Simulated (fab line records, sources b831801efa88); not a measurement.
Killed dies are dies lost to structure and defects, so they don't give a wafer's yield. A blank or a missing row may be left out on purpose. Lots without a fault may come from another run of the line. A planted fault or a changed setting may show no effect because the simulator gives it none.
One fault seen from 2 desks | flow sfq_line | each desk has only its own numbers; what lay behind them comes last

THE TOOL OWNER'S DESK: cmp-01
The tool's own readings at SFQ_TRILAYER_I1_CMP_CMP_046 (polishes SiO2): means of the sampled wafers that have a number, for each lot that ran on this tool. A lot is out of limits, marked OUT, if its mean lies more than 4 standard deviations from the usual mean; the brackets give that distance.
Columns: A = head_pressure_psi at SFQ_TRILAYER_I1_CMP_CMP_046, usual 3.000 psi; B = motor_current_A at SFQ_TRILAYER_I1_CMP_CMP_046, usual 9.4 A; C = slurry_flow_ml_min at SFQ_TRILAYER_I1_CMP_CMP_046, usual 150.0; D = time_to_endpoint_s at SFQ_TRILAYER_I1_CMP_CMP_046, usual 213 s
lot  | first seen here | A     | B   | C     | D
L455 | day 25 14:38    | 3.003 | 9.9 | 150.1 | 217
L457 | day 26 15:04    | 3.000 | 9.3 | 150.1 | 216
L458 | day 26 20:38    | 3.005 | 9.9 | 150.0 | 213
L459 | day 27 05:09    | 3.006 | 9.7 | 150.0 | 232
L461 | day 27 23:51    | 2.999 | 8.8 | 149.6 | 253 (+4.7) OUT
L462 | day 28 12:21    | 3.000 | 9.7 | 150.1 | 245
L471 | day 33 06:01    | 3.006 | 9.2 | 149.6 | 212
This desk's finding: out of limits on L461; first on L461, day 27 23:51 (time_to_endpoint_s at SFQ_TRILAYER_I1_CMP_CMP_046). In limits: L455, L457, L458, L459, L462, L471.

THE METROLOGY DESK
What the gauges read, lot by lot, whatever tool the lot ran on: means of the sampled wafers that have a number. A lot is out of limits, marked OUT, if its mean lies more than 4 standard deviations from the usual mean; the brackets give that distance.
Columns: A = L0_MONX_KI_THK at SFQ_L0_THK_MEAS_902, usual 39.7 nm; B = M0_OVL at SFQ_M0_OVL_MEAS_906, usual -6 nm; C = I1_BOW at SFQ_I1_BOW_MEAS_912, usual 2 um
lot  | first seen here | A    | B   | C
L450 | day 1 12:41     | 39.7 | -7  | 5
L451 | day 1 17:41     | 40.1 | -6  | 15
L452 | day 1 22:41     | 39.2 | -16 | -14
L454 | day 2 08:41     | 39.7 | -1  | 7
L455 | day 2 13:41     | 40.1 | -7  | 5
L457 | day 2 23:41     | 40.0 | -9  | -5
L458 | day 3 04:41     | 39.0 | -3  | 10
L459 | day 3 09:41     | 40.3 | -2  | -4
L460 | day 3 14:41     | 39.2 | -19 | -3
L461 | day 3 19:41     | 40.2 | -13 | 4
L462 | day 4 00:41     | 39.6 | 1   | 4
L469 | day 5 11:41     | 40.5 | 0   | 5
L471 | day 5 21:42     | 39.5 | -0  | -10
L472 | day 6 02:41     | 39.1 | -10 | -1
L473 | day 6 07:41     | 39.2 | -8  | 4
This desk's finding: nothing out of limits on any of the 15 lots.

PUT TOGETHER
The tool owner's desk could have raised an alarm at day 27 23:51, on L461.
The metrology desk saw nothing out of limits.
The metrology desk has L461 on record, within its limits.
Of the lots named, all ran SFQ_TRILAYER_I1_CMP_CMP_046 on cmp-01.

WHAT THE SIMULATOR HAD PUT IN
Process parameter drift: cmp-01, from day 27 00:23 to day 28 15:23, at SFQ_TRILAYER_I1_CMP_CMP_046. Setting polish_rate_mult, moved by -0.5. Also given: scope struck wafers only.
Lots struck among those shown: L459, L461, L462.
Hours from the fault's start to each desk's first reading out of limits: the tool owner's desk, 23.
